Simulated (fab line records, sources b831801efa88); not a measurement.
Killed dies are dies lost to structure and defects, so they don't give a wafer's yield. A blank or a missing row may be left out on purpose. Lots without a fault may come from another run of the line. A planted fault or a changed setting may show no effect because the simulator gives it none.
Chamber matching | flow sfq_line | SFQ_TRILAYER_I2_CMP_CMP_064 on cmp-01: 4 sister chambers
The step polishes SiO2. 19 wafers are shown with their chamber, then 9 later ones without.

WAFERS WITH THEIR CHAMBER
wafer  | chamber | motor_current_A (A) | time_to_endpoint_s (s)
L246.1 | 2       | 10.3                | 204
L246.2 | 1       | 11.8                | 212
L246.5 | 2       | 10.0                | 211
L248.4 | 1       | 11.9                | 217
L248.2 | 3       | 11.1                | 204
L248.6 | 1       | 11.5                | 216
L250.2 | 3       | 12.0                | 214
L250.1 | 2       | 9.9                 | 209
L250.6 | 3       | 10.6                | 216
L252.3 | 2       | 9.9                 | 207
L252.4 | 3       | 11.6                | 221
L252.6 | 2       | 9.2                 | 220
L259.4 | 0       | 11.6                | 217
L259.3 | 3       | 11.1                | 212
L259.5 | 0       | 10.9                | 229
L260.4 | 0       | 11.2                | 222
L260.5 | 3       | 11.5                | 226
L262.1 | 0       | 10.8                | 216
L262.5 | 0       | 11.3                | 230

SIGNATURES (means of the wafers above)
reading            | chamber 0 | chamber 1 | chamber 2 | chamber 3 | scatter within a chamber
motor_current_A    | 11.160    | 11.733    | 9.860     | 11.317    | 0.395
time_to_endpoint_s | 222.80    | 215.00    | 210.20    | 215.50    | 6.42
Rule: a wafer's distance from a chamber is the root of the sum, over the readings, of the square of ((its reading less the chamber's mean) divided by the reading's scatter). The wafer belongs to the nearest chamber; if the next one is less than 2 further off, it can't be placed. The scatter: the root of (the sum of the squares of (reading less its chamber's mean) over the shown wafers, divided by (wafers less chambers)).

WAFERS WITHOUT THEIR CHAMBER
wafer  | motor_current_A (A) | time_to_endpoint_s (s)
L265.1 | 9.8                 | 211
L265.5 | 11.2                | 222
L265.6 | 11.7                | 214
L267.1 | 9.9                 | 216
L267.2 | 12.1                | 219
L267.5 | 11.2                | 221
L268.4 | 10.9                | 218
L268.2 | 12.4                | 213
L268.6 | 11.8                | 213

WHICH CHAMBER EACH WENT THROUGH
wafer  | from the rows above               | in truth
L265.1 | 2                                 | 2
L265.5 | can't be placed: 0 or 3 or 1      | 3
L265.6 | can't be placed: 1 or 3 or 0      | 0
L267.1 | 2                                 | 2
L267.2 | can't be placed: 1 or 3 or 0      | 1
L267.5 | can't be placed: 0 or 3 or 1      | 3
L268.4 | can't be placed: 0 or 3 or 1 or 2 | 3
L268.2 | can't be placed: 1 or 3 or 0      | 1
L268.6 | can't be placed: 1 or 3 or 0      | 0
Placed correctly: 2 of 9. Can't be placed from these rows: 7 (the true chamber is among the candidates in 7). Placed wrongly: 0.
